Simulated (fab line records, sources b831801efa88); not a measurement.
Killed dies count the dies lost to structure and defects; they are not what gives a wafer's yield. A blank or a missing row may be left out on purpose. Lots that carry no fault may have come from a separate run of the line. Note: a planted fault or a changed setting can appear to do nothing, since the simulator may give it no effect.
Chamber matching | flow sfqLine | SFQ_TRILAYER_I1_CMP_CMP_046 on cmp-02 has 4 sister chambers
The step polishes SiO2. 4 wafers are shown with their chamber, then 8 later ones without.

## WAFERS, EACH WITH ITS CHAMBER
wafer  | chamber | motorCurrentA (A)
L644.5 | 3       | 10.3
L645.2 | 0       | 9.6
L646.3 | 2       | 11.6
L646.6 | 1       | 10.4

## WAFERS WITH NO CHAMBER GIVEN
wafer  | motorCurrentA (A)
L648.1 | 11.3
L648.2 | 10.6
L648.3 | 11.3
L649.3 | 9.9
L649.4 | 11.6
L649.6 | 11.3
L650.5 | 10.7
L650.6 | 9.8

## CHAMBER TAKEN BY EACH
wafer  | from the rows above          | in truth
L648.1 | 2                            | 2
L648.2 | can't be placed: 1 or 3      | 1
L648.3 | 2                            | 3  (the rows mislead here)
L649.3 | can't be placed: 0 or 3 or 1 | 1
L649.4 | 2                            | 2
L649.6 | 2                            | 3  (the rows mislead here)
L650.5 | can't be placed: 1 or 3      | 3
L650.6 | can't be placed: 0 or 3 or 1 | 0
Placed correctly: 2 of 8. Not placeable from these rows: 4 (in 4, the candidates include the true chamber). Wrongly placed: 2.
How it was worked out, from the rows above alone: a wafer's distance from a chamber is the root of the sum, over the readings, of the square of ((its reading less the chamber's mean) divided by the reading's scatter). If the next closest chamber is less than 2 further off than the closest, the wafer can't be placed; otherwise it belongs to the closest. A chamber's mean is the mean of its shown wafers. The scatter: root of mean squared gap, hidden wafer to nearest shown wafer, with one shown wafer a chamber.
